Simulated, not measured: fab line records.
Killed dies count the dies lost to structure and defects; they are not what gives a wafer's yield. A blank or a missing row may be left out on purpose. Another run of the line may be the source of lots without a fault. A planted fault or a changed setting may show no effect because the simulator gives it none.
The tool behind it: which one? | flow gf180mcu | 11 lots, 33 wafers sampled, at 2 steps of a route of 602

== WHAT THE GAUGES READ, wafer by wafer ==
GF_V4_THK_MEAS_25: measures by xrf. Usual: V4_W_THK 342 nm, standard deviation 5.6.
lot  | measured     | on            | V4_W_THK (nm) | flag
L124 | day 24 17:14 | film-metro-03 | 335 336 334   |
L125 | day 24 18:53 | film-metro-03 | 343 345 343   |
L126 | day 25 14:49 | film-metro-01 | 355 350 347   |
L134 | day 27 18:52 | film-metro-01 | 343 339 346   |
L138 | day 28 18:12 | film-metro-03 | 340 336 343   |
L140 | day 29 13:17 | film-metro-01 | 356 357 356   |
L141 | day 30 03:16 | film-metro-01 | 354 352 348   |
L142 | day 30 05:07 | film-metro-02 | 340 342 338   |
L145 | day 30 23:37 | film-metro-02 | 336 342 343   |
L146 | day 31 02:07 | film-metro-02 | 337 337 335   |
L147 | day 31 19:58 | film-metro-01 | 340 339 341   |

== TOOL THAT RAN EACH LOT (tool first, then ch and the chambers of the sampled wafers, then the start) ==
lot  | GF_M3_METAL_ETCH_16
L124 | rie-metal-03 ch 0, day 21 07:47
L125 | rie-metal-04 ch 0, day 21 15:37
L126 | rie-metal-01 ch 0,1, day 22 06:29
L134 | rie-metal-04 ch 1, day 24 22:23
L138 | rie-metal-01 ch 0,1, day 26 00:35
L140 | rie-metal-01 ch 0,1, day 26 20:26
L141 | rie-metal-01 ch 0,1, day 27 11:14
L142 | rie-metal-01 ch 0,1, day 27 13:25
L145 | rie-metal-01 ch 0,1, day 28 10:49
L146 | rie-metal-03 ch 1, day 28 11:37
L147 | rie-metal-03 ch 0,1, day 29 07:59
- GF_M3_METAL_ETCH_16: etches the open film in Cl2/BCl3, stops on SiO2, target depth 750.8 nm, time 125.1 s.

== WHAT THE TOOLS THEMSELVES READ (means of the sampled wafers that have a number; where no wafer has one, the mark that the record gives instead) ==
GF_M3_METAL_ETCH_16. Usual: drypump-motor-current-A 5.8 A, standard deviation 0.31; oes-product-au 0.992 a.u., standard deviation 0.0056; throttle-valve-pct 28.231 %, standard deviation 0.0099.
lot  | tool         | drypump-motor-current-A (A) | oes-product-au (a.u.) | throttle-valve-pct (%) | flag
L124 | rie-metal-03 | 5.9                         | 0.998                 | 28.218                 |
L125 | rie-metal-04 | 5.8                         | 0.992                 | 28.234                 |
L126 | rie-metal-01 | 5.8                         | 0.994                 | 28.232                 |
L134 | rie-metal-04 | 5.6                         | 0.989                 | 28.221                 |
L138 | rie-metal-01 | 5.6                         | 0.989                 | 28.232                 |
L140 | rie-metal-01 | 5.6                         | 0.991                 | 28.226                 |
L141 | rie-metal-01 | 5.9                         | 0.987                 | 28.236                 |
L142 | rie-metal-01 | 5.6                         | 0.990                 | 28.242                 |
L145 | rie-metal-01 | 5.8                         | 0.987                 | 28.225                 |
L146 | rie-metal-03 | 6.1                         | 0.993                 | 28.228                 |
L147 | rie-metal-03 | 6.0                         | 0.988                 | 28.237                 |

== THE ANSWER, worked out from the rows above alone ==
Rule: lot off if the mean of its wafers having a number is beyond 3 standard deviations from the usual mean. Also off: a lot with no number at a reading for which 4 or more lots have one. Where the step has rows for the other lots, those lots are counted as sound. The gauges are gone through in route order, then the tools' own readings, and for those a lot's mean is taken as printed above. At the first step where some lot is off, the reading lying furthest off is the one used; lots without a number count as furthest.
Nothing can be told from this: no lot is off at any reading shown.

== WHAT THE SIMULATOR PUT IN ==
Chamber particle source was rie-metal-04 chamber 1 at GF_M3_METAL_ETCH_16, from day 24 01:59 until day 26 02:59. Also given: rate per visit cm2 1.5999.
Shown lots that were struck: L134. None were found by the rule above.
